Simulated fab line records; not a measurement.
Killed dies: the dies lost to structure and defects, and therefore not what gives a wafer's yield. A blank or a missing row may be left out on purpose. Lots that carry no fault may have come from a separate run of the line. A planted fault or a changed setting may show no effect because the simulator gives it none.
A lot that was struck, set against a sound lot ; flow sfq_line ; 42 steps out of a route of 325
Sound: the wafers L994.1, L994.5, L994.6. Struck: wafer L991.5. (L991.1 of the same lot was not struck and is left out.) The cause comes at the end.
Per side, at each step with rows, come the tool, then ch with its chambers, and then its first start. Under that, the readings that differ: sound wafers ; struck wafers ; difference of the means ; sigmas: that difference in standard deviations of wafers without a fault.
alike: readings with means less than 2 such deviations apart, plus words and numbers identical on both sides. not compared: withheld readings, readings lacking a value on some wafer, bounds such as >300 that could conceal the same value, and numbers that have no deviation in the record and whose values overlap.
Wherever a step has rows on one side only, a row that says differs or no value, or a row with sigmas, the two part there. Numbers that have no deviation but don't overlap get no sigmas and don't part them. A reading that every wafer of one side lacks parts them only if that side has two wafers or more.

first, 6 steps without rows for these wafers: SFQ_TRILAYER_I0_VIA_LITHO_COAT_036 (resist thk 62 nm); SFQ_TRILAYER_I0_VIA_LITHO_COAT_031 (resist thk 650 nm); SFQ_TRILAYER_I0_VIA_LITHO_SOFTBAKE_035; SFQ_TRILAYER_I0_VIA_LITHO_EXPOSE_032 (exposes mask I0, target cd 500 nm); SFQ_TRILAYER_I0_VIA_LITHO_PEB_034 (peb time 60 s); SFQ_TRILAYER_I0_VIA_LITHO_DEVELOP_033 (time 60 s).
SFQ_I0_OVL_MEAS_908:
  sound: overlay-02 at day 27 02:43; struck: overlay-02 at day 25 14:43
  alike: I0_OVL
then, 1 step without rows for these wafers: SFQ_TRILAYER_I0_VIA_BARC_OPEN_VIA_ETCH_046 (etches BARC in O2, target depth 125 nm, time 41.7 s).
SFQ_TRILAYER_I0_VIA_ETCH_VIA_ETCH_034: etches SiO2 in CHF3, stops on Nb, target depth 260 nm.
  sound on rie_diel-03 ch 0,1,3, day 27 02:47; struck on rie_diel-04 ch 2, day 25 14:47
  alike: drypump_motor_current_A, oes_product_au, rf_fwd_power_W
then, 3 steps without rows for these wafers: SFQ_TRILAYER_I0_VIA_STRIP_STRIP_035 (strips in O2); SFQ_TRILAYER_I0_VIA_STRIP_SOLV_CLEAN_036 (cleans in NMP, time 600 s); SFQ_TRILAYER_M1_DEP_PRE_CLEAN_038 (time 22.5 s).
SFQ_TRILAYER_M1_DEP_SPUTTER_037: material Nb, target thk 200 nm, time 133.3 s.
  sound: pvd_sputter-05 at day 27 03:42; struck: pvd_sputter-03 at day 25 15:42
reading;sound;struck;difference;sigmas
model.Nb_of_TRILAYER_M1_DEP_SPUTTER_037.thk_nm (nm);201.6 200.3 200.2;141.3;-59.4;
  alike: cathode_dc_power_W, throttle_valve_pct
SFQ_M1_RS_MEAS_909: uses a four-point probe to measure.
  sound: film_metro-04 at day 27 03:47; struck: film_metro-04 at day 25 15:47
reading;sound;struck;difference;sigmas
M1_NB_RS (ohm/sq);0.885 0.888 0.890;1.263;+0.375;+38
then, 6 steps without rows for these wafers: SFQ_TRILAYER_M1_LITHO_COAT_044 (resist thk 62 nm); SFQ_TRILAYER_M1_LITHO_COAT_039 (resist thk 600 nm); SFQ_TRILAYER_M1_LITHO_SOFTBAKE_043; SFQ_TRILAYER_M1_LITHO_EXPOSE_040 (exposes mask M1, target cd 500 nm); SFQ_TRILAYER_M1_LITHO_PEB_042 (peb time 60 s); SFQ_TRILAYER_M1_LITHO_DEVELOP_041 (time 60 s).
-- the record jumps here: 7 days lie between the struck wafers' starts before and after --
SFQ_M1_OVL_MEAS_911:
  sound: overlay-02 at day 33 15:51; struck: overlay-01 at day 32 09:37
  alike: M1_OVL
then, 1 step without rows for these wafers: SFQ_TRILAYER_M1_BARC_OPEN_METAL_ETCH_054 (etches BARC in O2, target depth 125 nm, time 41.7 s).
SFQ_TRILAYER_M1_ETCH_METAL_ETCH_042: etches Nb in Cl2/Ar, stops on SiO2, target depth 240 nm, time 120 s.
  sound on rie_metal-01 ch 0,1, day 33 15:57; struck on rie_metal-01 ch 1, day 32 09:43
reading;sound;struck;difference;sigmas
oes_product_au (a.u.);0.896 0.893 0.898;0.741;-0.155;-21
  alike: drypump_motor_current_A, he_backside_leak_sccm, rf_fwd_power_W
  not compared: rf_hours_counter_h
SFQ_TRILAYER_M1_STRIP_STRIP_043: strips in O2.
  sound on rie_metal-01 ch 0,1, day 33 16:04; struck on rie_metal-01 ch 1, day 32 09:51
  alike: drypump_motor_current_A, he_backside_leak_sccm, oes_product_au
  not compared: rf_hours_counter_h
then, 3 steps without rows for these wafers: SFQ_TRILAYER_M1_STRIP_SOLV_CLEAN_044 (cleans in NMP, time 600 s); SFQ_TRILAYER_I1_DEP_PECVD_045 (deposits SiO2 from SiH4/N2O, time 111.11 s, target thk 500 nm); SFQ_TRILAYER_I1_CMP_CMP_046 (polishes SiO2).
SFQ_I1_BOW_MEAS_912:
  sound: film_metro-01 at day 33 20:31; struck: film_metro-01 at day 32 14:18
  alike: I1_BOW
then, 7 steps without rows for these wafers: SFQ_TRILAYER_I1_METRO_MEASURE_047; SFQ_TRILAYER_I1_VIA_LITHO_COAT_054 (resist thk 62 nm); SFQ_TRILAYER_I1_VIA_LITHO_COAT_049 (resist thk 650 nm); SFQ_TRILAYER_I1_VIA_LITHO_SOFTBAKE_053; SFQ_TRILAYER_I1_VIA_LITHO_EXPOSE_050 (exposes mask I1, target cd 500 nm); SFQ_TRILAYER_I1_VIA_LITHO_PEB_052 (peb time 60 s); SFQ_TRILAYER_I1_VIA_LITHO_DEVELOP_051 (time 60 s).
SFQ_I1_OVL_MEAS_913:
  sound: overlay-01 at day 34 00:05; struck: overlay-01 at day 33 10:03
  alike: I1_OVL
SFQ_TRILAYER_I1_VIA_BARC_OPEN_VIA_ETCH_071: etches BARC in O2, target depth 125 nm, time 41.7 s.
  sound on rie_diel-04 ch 0,1,2, day 34 00:08; struck on rie_diel-04 ch 1, day 33 10:05
  alike: drypump_motor_current_A, oes_product_au, rf_fwd_power_W
  not compared: rf_hours_counter_h
SFQ_TRILAYER_I1_VIA_ETCH_VIA_ETCH_052: etches SiO2 in CHF3, stops on Nb, target depth 260 nm.
  sound on rie_diel-04 ch 0,1,2, day 34 00:10; struck on rie_diel-04 ch 1, day 33 10:07
  alike: drypump_motor_current_A, oes_product_au, rf_fwd_power_W
SFQ_TRILAYER_I1_VIA_STRIP_STRIP_053: strips in O2.
  sound on rie_metal-01 ch 0,1, day 34 00:17; struck on rie_metal-01 ch 0, day 33 10:14
  alike: drypump_motor_current_A, he_backside_leak_sccm, oes_product_au
  not compared: rf_hours_counter_h
then, 2 steps without rows for these wafers: SFQ_TRILAYER_I1_VIA_STRIP_SOLV_CLEAN_054 (cleans in NMP, time 600 s); SFQ_TRILAYER_M2_DEP_PRE_CLEAN_056 (time 22.5 s).
-- the record jumps here: 58 days lie between the struck wafers' starts before and after --
SFQ_M8_BOW_MEAS_951:
  sound: film_metro-01 at day 95 02:50; struck: film_metro-01 at day 91 20:05
  alike: M8_BOW
  not compared: model.etest.m1.ohm_um, model.etest.i0.link_ohm, model.etest.m1.ohm_sq, model.etest.i1.link_ohm

WHERE THEY PART
First at SFQ_M1_RS_MEAS_909; last, within this record, at SFQ_TRILAYER_M1_ETCH_METAL_ETCH_042. Later steps at which nothing parts them and some readings are alike: SFQ_TRILAYER_M1_STRIP_STRIP_043, SFQ_I1_BOW_MEAS_912, SFQ_I1_OVL_MEAS_913, SFQ_TRILAYER_I1_VIA_BARC_OPEN_VIA_ETCH_071, SFQ_TRILAYER_I1_VIA_ETCH_VIA_ETCH_052, SFQ_TRILAYER_I1_VIA_STRIP_STRIP_053, SFQ_M8_BOW_MEAS_951.

WHY: what had been put in by the simulator
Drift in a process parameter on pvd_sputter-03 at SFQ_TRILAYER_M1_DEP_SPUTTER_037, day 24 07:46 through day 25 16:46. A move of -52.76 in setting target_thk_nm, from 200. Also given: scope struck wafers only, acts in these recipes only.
